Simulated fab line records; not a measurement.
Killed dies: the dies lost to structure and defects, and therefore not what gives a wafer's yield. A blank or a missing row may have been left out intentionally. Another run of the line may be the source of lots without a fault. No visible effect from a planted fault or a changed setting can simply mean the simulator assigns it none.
Matching of chambers | flow gf180mcu | cmp-02 running GF_V3_CMP_26: 4 sister chambers
The step polishes, stops on SiO2, t overpolish 15 s, target thk 0 nm. 8 wafers are shown with their chamber, then 7 later ones without.

== WAFERS PAIRED WITH THEIR CHAMBERS ==
wafer  | chamber | motor-current-A (A) | time-to-endpoint-s (s)
L582.3 | 2       | 12.6                | 86
L585.1 | 2       | 11.8                | 83
L585.6 | 3       | 12.3                | 84
L587.1 | 1       | 13.7                | 87
L587.2 | 0       | 11.1                | 83
L587.4 | 3       | 11.9                | 85
L588.1 | 1       | 13.1                | 84
L588.5 | 0       | 11.5                | 77

== WAFERS WITH NO CHAMBER GIVEN ==
wafer  | motor-current-A (A) | time-to-endpoint-s (s)
L588.6 | 11.9                | 87
L591.2 | 11.8                | 87
L591.3 | 11.4                | 88
L591.4 | 11.5                | 80
L594.2 | 11.9                | 86
L594.3 | 11.3                | 82
L594.6 | 11.6                | 85

== WHICH CHAMBER EACH WENT THROUGH ==
wafer  | from the rows above          | in truth
L588.6 | can't be placed: 3 or 2 or 0 | 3
L591.2 | can't be placed: 3 or 2 or 0 | 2
L591.3 | can't be placed: 3 or 2 or 0 | 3
L591.4 | can't be placed: 0 or 3 or 2 | 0
L594.2 | can't be placed: 3 or 2 or 0 | 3
L594.3 | can't be placed: 0 or 3 or 2 | 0
L594.6 | can't be placed: 3 or 2 or 0 | 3
Placed correctly: 0 of 7. These rows do not allow placing 7 (true chamber among the candidates in 7). Number placed wrongly: 0.
How it was worked out, from the rows above alone: a wafer's distance from a chamber is the root of the sum, over the readings, of the square of ((its reading less the chamber's mean) divided by the reading's scatter). If the next closest chamber is less than 2 further off than the closest, the wafer can't be placed; otherwise it belongs to the closest. For every chamber, the mean is computed from those of its wafers that are shown. The scatter is the square root of a quotient: the sum, over the shown wafers, of each reading's squared deviation from its chamber's mean, divided by wafers minus chambers.
